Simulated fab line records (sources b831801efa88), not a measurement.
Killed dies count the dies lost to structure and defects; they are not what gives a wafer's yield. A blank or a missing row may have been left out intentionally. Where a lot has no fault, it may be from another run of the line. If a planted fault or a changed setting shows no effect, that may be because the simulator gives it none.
Which tool is to blame? | flow gf180mcu | Sampling: 13 lots, 39 wafers, 3 of 602 route steps

== WHAT THE GAUGES SHOWED, per wafer ==
GF_SAB_THK_MEAS_01. Usual: for SAB_CVD_00_THK the level is 49.8 nm and the standard deviation is 0.7.
lot  | measured     | on            | SAB_CVD_00_THK (nm) | flag
L139 | day 14 12:46 | film-metro-02 | 48.0 48.4 49.5      |
L140 | day 14 22:44 | film-metro-02 | 49.8 50.4 49.9      |
L141 | day 15 00:24 | film-metro-02 | 48.8 50.3 50.8      |
L144 | day 16 09:35 | film-metro-03 | 50.2 50.5 51.2      |
L148 | day 17 17:34 | film-metro-03 | 50.1 50.0 50.9      |
L150 | day 18 10:08 | film-metro-02 | 48.8 50.3 49.3      |
L151 | day 18 20:59 | film-metro-01 | 50.0 49.7 49.5      |
L152 | day 19 06:48 | film-metro-02 | 49.5 50.2 50.6      |
L153 | day 19 23:11 | film-metro-03 | 49.3 49.8 49.7      |
L154 | day 20 09:29 | film-metro-01 | 49.6 49.6 50.2      |
L155 | day 20 19:45 | film-metro-02 | 48.7 49.0 49.6      |
L156 | day 20 20:04 | film-metro-01 | 48.8 48.8 49.5      |
L161 | day 22 08:05 | film-metro-03 | 49.5 50.7 50.6      |

== WHICH TOOL RAN EACH LOT (tool, then ch and the chambers of the sampled wafers, then the start) ==
lot  | GF_DNWELL_COAT_02                | GF_DNWELL_STRIP_08
L139 | litho-track-02 ch 0, day 2 18:17 | plasma-asher-03 ch 0,1, day 3 00:48
L140 | litho-track-02 ch 0, day 2 22:47 | plasma-asher-01 ch 0,1, day 3 05:08
L141 | litho-track-02 ch 0, day 3 02:51 | plasma-asher-03 ch 0,1, day 3 09:55
L144 | litho-track-04 ch 0, day 3 19:21 | plasma-asher-01 ch 0,1, day 4 02:07
L148 | litho-track-03 ch 0, day 4 15:31 | plasma-asher-03 ch 0,1, day 4 22:53
L150 | litho-track-03 ch 0, day 5 02:37 | plasma-asher-04 ch 0,1, day 5 10:05
L151 | litho-track-04 ch 0, day 5 07:14 | plasma-asher-01 ch 0, day 5 14:41
L152 | litho-track-02 ch 0, day 5 13:45 | plasma-asher-03 ch 0,1, day 5 21:03
L153 | litho-track-02 ch 0, day 5 22:05 | plasma-asher-01 ch 0,1, day 6 05:33
L154 | litho-track-02 ch 0, day 6 03:29 | plasma-asher-03 ch 0,1, day 6 11:31
L155 | litho-track-04 ch 0, day 6 09:01 | plasma-asher-04 ch 0,1, day 6 17:03
L156 | litho-track-04 ch 0, day 6 10:40 | plasma-asher-04 ch 0, day 6 18:24
L161 | litho-track-02 ch 0, day 7 12:39 | plasma-asher-01 ch 0,1, day 7 21:12
- GF_DNWELL_COAT_02: resist thk 3000 nm.
- GF_DNWELL_STRIP_08: strips in O2/N2.

== AS READ BY THE TOOLS THEMSELVES (means over the sampled wafers that have a number; for cases with no such wafer, the mark the record gives instead) ==
GF_DNWELL_COAT_02. Usual: 2000.1 rpm for spin-speed-rpm, sd 1.5.
lot  | tool           | spin-speed-rpm (rpm) | flag
L139 | litho-track-02 | 2000.8               |
L140 | litho-track-02 | 2000.5               |
L141 | litho-track-02 | 2000.5               |
L144 | litho-track-04 | 2000.1               |
L148 | litho-track-03 | 1923.9               | OFF
L150 | litho-track-03 | 1922.4               | OFF
L151 | litho-track-04 | 1999.9               |
L152 | litho-track-02 | 2001.9               |
L153 | litho-track-02 | 1999.1               |
L154 | litho-track-02 | 2000.3               |
L155 | litho-track-04 | 1999.9               |
L156 | litho-track-04 | 1998.9               |
L161 | litho-track-02 | 1998.0               |

GF_DNWELL_STRIP_08. Usual: drypump-motor-current-A 6.00 A, standard deviation 0.26; heater-power-w 363 W, standard deviation 13; oes-product-au 0.722 a.u., standard deviation 0.0041; strip-time-to-endpoint-s 37.05 s, standard deviation 0.12.
lot  | tool            | drypump-motor-current-A (A) | heater-power-w (W) | oes-product-au (a.u.) | strip-time-to-endpoint-s (s) | flag
L139 | plasma-asher-03 | 6.08                        | 352                | 0.727                 | 37.21                        |
L140 | plasma-asher-01 | 6.18                        | 367                | 0.724                 | 37.06                        |
L141 | plasma-asher-03 | 5.89                        | 353                | 0.722                 | 37.21                        |
L144 | plasma-asher-01 | 6.09                        | 366                | 0.722                 | 37.18                        |
L148 | plasma-asher-03 | 5.90                        | 359                | 0.720                 | 37.56                        | OFF
L150 | plasma-asher-04 | 5.75                        | 369                | 0.718                 | 37.54                        | OFF
L151 | plasma-asher-01 | 5.97                        | 375                | 0.724                 | 37.10                        |
L152 | plasma-asher-03 | 6.09                        | 353                | 0.727                 | 36.93                        |
L153 | plasma-asher-01 | 6.07                        | 368                | 0.722                 | 36.87                        |
L154 | plasma-asher-03 | 5.91                        | 356                | 0.721                 | 37.10                        |
L155 | plasma-asher-04 | 5.76                        | 372                | 0.723                 | 37.13                        |
L156 | plasma-asher-04 | 6.11                        | 384                | 0.722                 | 36.97                        |
L161 | plasma-asher-01 | 6.09                        | 371                | 0.723                 | 37.05                        |

== THE ANSWER, worked out from the rows above alone ==
Rule: lot off if the mean of its wafers having a number is beyond 3 standard deviations from the usual mean. A lot without any number at a reading at which 4 lots or more have one is off too. All remaining lots with rows at the step are treated as sound. After the gauges, taken in route order, come the tools' own readings; for these a lot's mean is taken, as printed above. The first step at which some lot is off is used, and at that step the reading that is off furthest; a lot without a number counts as furthest.
Off, at GF_DNWELL_COAT_02 on spin-speed-rpm: L148, L150.
A tool fits if, at that step or a process step before it, it ran every lot that is off, and no sound lot after the first of them. One fits: litho-track-03 at GF_DNWELL_COAT_02. It ran no sound lot before its first lot that is off in this sample, so the start can't be narrowed down.
The tool's own readings at GF_DNWELL_COAT_02 bear it out: on the lots that are off they differ by more than 5 times the standard deviation of the sound lots' means. spin-speed-rpm reads 1923.2 rpm there against 2000.0 rpm on the sound lots.

== WHAT THE SIMULATOR HAD INSERTED ==
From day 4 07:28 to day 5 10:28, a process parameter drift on litho-track-03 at GF_DNWELL_COAT_02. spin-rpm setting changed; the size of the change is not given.
Shown lots that were struck: L148, L150. Same finding as the rule above.
